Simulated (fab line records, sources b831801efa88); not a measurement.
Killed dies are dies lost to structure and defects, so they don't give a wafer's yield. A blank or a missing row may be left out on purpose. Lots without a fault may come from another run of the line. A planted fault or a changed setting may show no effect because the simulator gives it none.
One fault seen from 2 desks | flow gf180mcu | each desk has only its own numbers; what lay behind them comes last

THE TOOL OWNER'S DESK: pvd_sputter-02
The tool's own readings at GF_MIM_SPUTTER_08 (material AlCu, target thk 200 nm, time 10.6 s): means of the sampled wafers that have a number, for each lot that ran on this tool. A lot is out of limits, marked OUT, if its mean lies more than 4 standard deviations from the usual mean; the brackets give that distance.
Columns: A = cathode_dc_power_W at GF_MIM_SPUTTER_08, usual 10600 W; B = throttle_valve_pct at GF_MIM_SPUTTER_08, usual 30.1 %
lot  | first seen here | A                       | B
L796 | day 25 19:50    | 10599                   | 29.9
L799 | day 26 19:59    | 11834 (+99 or more) OUT | 29.4
L800 | day 27 01:34    | 11836 (+99 or more) OUT | 31.5
L811 | day 30 05:17    | 10600                   | 30.9
L810 | day 30 06:50    | 10599                   | 31.6
L814 | day 31 04:21    | 10598                   | 32.0
This desk's finding: out of limits on L799, L800; first on L799, day 26 19:59 (cathode_dc_power_W at GF_MIM_SPUTTER_08). In limits: L796, L811, L810, L814.

THE METROLOGY DESK
What the gauges read, lot by lot, whatever tool the lot ran on: means of the sampled wafers that have a number. A lot is out of limits, marked OUT, if its mean lies more than 4 standard deviations from the usual mean; the brackets give that distance.
Columns: A = MIM_ALCU_RS at GF_MIM_RS_MEAS_10, usual 0.1612 ohm/sq; B = MIM_ALCU_THK at GF_MIM_THK_MEAS_11, usual 200.7 nm
lot  | first seen here | A                | B
L796 | day 25 19:55    | 0.1614           | 201.3
L798 | day 26 12:46    | 0.1629           | 198.8
L799 | day 26 20:02    | 0.1425 (-12) OUT | 225.7 (+12) OUT
L800 | day 27 01:37    | 0.1445 (-10) OUT | 223.3 (+11) OUT
L808 | day 29 07:52    | 0.1618           | 200.2
L811 | day 30 05:23    | 0.1586           | 203.1
L810 | day 30 06:56    | 0.1624           | 199.0
L813 | day 30 23:05    | 0.1597           | 202.0
L812 | day 31 00:56    | 0.1605           | 201.6
L814 | day 31 04:25    | 0.1620           | 198.8
This desk's finding: out of limits on L799, L800; first on L799, day 26 20:02 (MIM_ALCU_RS at GF_MIM_RS_MEAS_10). In limits: L796, L798, L808, L811, L810, L813, L812, L814.

PUT TOGETHER
The tool owner's desk could have raised an alarm at day 26 19:59, on L799, L800.
The metrology desk could have raised an alarm at day 26 20:02, on L799, L800.
Of the lots named, all ran GF_MIM_SPUTTER_08 on pvd_sputter-02.

WHAT THE SIMULATOR HAD PUT IN
Process parameter drift: pvd_sputter-02, from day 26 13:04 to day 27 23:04, at GF_MIM_SPUTTER_08. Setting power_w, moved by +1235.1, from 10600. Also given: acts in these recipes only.
Lots struck among those shown: L799, L800.
Hours from the fault's start to each desk's first reading out of limits: the tool owner's desk, 7; the metrology desk, 7.
